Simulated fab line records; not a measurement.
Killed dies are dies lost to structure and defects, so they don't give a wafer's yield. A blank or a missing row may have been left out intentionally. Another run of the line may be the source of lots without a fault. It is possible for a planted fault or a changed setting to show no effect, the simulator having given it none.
8D (eight disciplines) problem report, filled in by code ; flow gf180mcu ; the parts of the form that need people (team, actions taken, sign-off) are left out

== 1. WHAT IS WRONG ==
Wafers without a fault read 280.3 nm, standard deviation 1.1; cd_nm at GF_POLY_GATE_CD_MEAS_10 reads a mean of 293.6 nm on 6 wafers belonging to 2 lots. Measured from the usual mean, that is +12 standard deviations.
The step: target cd 280 nm.
Seen first at day 12 20:31 on cd_sem-01, wafer L239.2. The record holds 41 wafers of 14 lots with a number at this step. Rule for "out", or "out of limits": more than 4 standard deviations from the usual mean. Any other wafer with a number is counted as sound.

== 2. WHAT IT IS, WHAT IT ISN'T ==
question;is;is not
which readings at this step;cd_nm;-
which lots;L239, L242;L229, L230, L231, L232, L233, L234, L235, L237, L245, L246, L249, L250
which wafers of those lots;all that have a number;-
read on which gauges;cd_sem-01, cd_sem-02;-
when;from day 12 20:31;"up to then (23 sound wafers); but 12 sound wafers of L245, L246, L249, L250 came after"

== 3. SUSPECTS, AND WHAT RULES EACH OUT ==
Counting: a tool at a process step up to the reading stays a suspect if it ran every lot that is out and no sound lot after the first of them.
- the gauge at GF_POLY_GATE_CD_MEAS_10 is ruled out. Those wafers that are out were read across 2 gauges (cd_sem-01, cd_sem-02).
- litho_track-01 at GF_POLY_GATE_PEB_08 (peb time 90 s): ruled out as a lasting fault. After its first lot that is out, L239 (day 12 20:10), sound lots L249 ran on it.
Left after counting: nothing in the record.

== 4. THE CAUSE (what the simulator had put in) ==
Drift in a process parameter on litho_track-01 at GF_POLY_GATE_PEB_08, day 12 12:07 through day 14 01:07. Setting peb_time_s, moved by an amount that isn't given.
The count ruled it out by mistake, since the rule takes a fault to strike every lot its tool runs from the start of the fault on, and this one did not do so.

== 5. THE CHAIN OF EFFECTS, in route order ==
Rows list readings where the struck wafers' mean (over those with a number) sits beyond 3 standard deviations from the usual. Readings are gone through only where the record gives a usual standard deviation; hours: the median, over the lots, of the time from a lot's start at the first step in this table giving one to that lot's start at this step; sigmas: the change measured in usual standard deviations.
hours;step;reading;usual;on struck wafers;change;sigmas
0;GF_POLY_GATE_PEB_08;heater_power_total_W;85.70 W;98.90;+13.20;+99 or more
0;GF_POLY_GATE_CD_MEAS_10;cd_nm;280.3 nm;293.6;+13.3;+12
3;GF_POLY_GATE_CD_MEAS_18;cd_nm;280.6 nm;295.1;+14.5;+6.0
Its process steps:
- GF_POLY_GATE_PEB_08: peb time 90 s.

== 6. HOW IT WOULD HAVE BEEN CAUGHT EARLIER ==
The first out-of-limits reading at a measuring or inspecting step in this record came at day 12 20:31, 8 hours after the fault's start at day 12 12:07.
Tool's own readings at GF_POLY_GATE_PEB_08, heater_power_total_W: out on all struck wafers the step has rows for; an alarm limit on them would have tripped on the first.
